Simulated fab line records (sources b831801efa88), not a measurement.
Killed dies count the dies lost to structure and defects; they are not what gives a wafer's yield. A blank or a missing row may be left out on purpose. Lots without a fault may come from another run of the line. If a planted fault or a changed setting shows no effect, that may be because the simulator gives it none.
Which tool did it? -- flow sfq-line -- 43 wafers sampled from 15 lots at 1 step of a route of 325

## WHAT EACH GAUGE READ, for each wafer
SFQ_M6_OVL_MEAS_940.
lot,measured,on,M6_OVL (nm)
L405,day 63 15:38,overlay-01,-8 -6 0
L407,day 64 00:41,overlay-02,-4 1 1
L408,day 64 03:05,overlay-02,-5 -4 -3
L409,day 64 05:29,overlay-02,1 -3 -2
L410,day 69 01:31,overlay-02,-7 -10 -4
L411,day 69 07:26,overlay-01,-9 -5 -1
L412,day 69 11:02,overlay-01,6 5 3
L413,day 70 12:14,overlay-02,1 -1 1
L414,day 71 02:38,overlay-02,5 1 -1
L415,day 71 09:58,overlay-02,-2 -2 -3
L417,day 71 13:34,overlay-02,-3 3 -3
L418,day 71 17:10,overlay-01,-3 -2 -5
L423,day 72 08:46,overlay-02,-5 -8
L425,day 72 11:17,overlay-02,-7 -2 -1
L426,day 72 12:29,overlay-01,-15 2

## WHAT TOOL EACH LOT RAN ON (gives the tool, then ch and the chambers of the sampled wafers, and finally the start)
No process step before these readings appears in the record.

## AS READ BY THE TOOLS THEMSELVES (means over the sampled wafers that have a number; for cases with no such wafer, the mark the record gives instead)
The record holds no such reading with a usual standard deviation.

## THE ANSWER, worked out from the rows above alone
Rule: the usual values come from the lots themselves. The widest of any qualifying gaps counts: lots, ordered by their means at a reading, are off when they make up no more than a third of the lots, leave a main group of 4 or more, and stand apart from it by 3 or more times the standard deviation of that group's means. Not used: any main group whose means are identical at the precision the tables above print for the reading. A lot without any number at a reading at which 4 lots or more have one is off too. The other lots that the step has rows for count as sound. First the gauges in route order, then the tools' own readings, where a lot's mean is used as printed above. The first step at which some lot is off is used, and at that step the reading that is off furthest; a lot without a number counts as furthest.
None of the lots is off at any reading shown; this tells nothing.

## WHAT THE SIMULATOR HAD PUT IN
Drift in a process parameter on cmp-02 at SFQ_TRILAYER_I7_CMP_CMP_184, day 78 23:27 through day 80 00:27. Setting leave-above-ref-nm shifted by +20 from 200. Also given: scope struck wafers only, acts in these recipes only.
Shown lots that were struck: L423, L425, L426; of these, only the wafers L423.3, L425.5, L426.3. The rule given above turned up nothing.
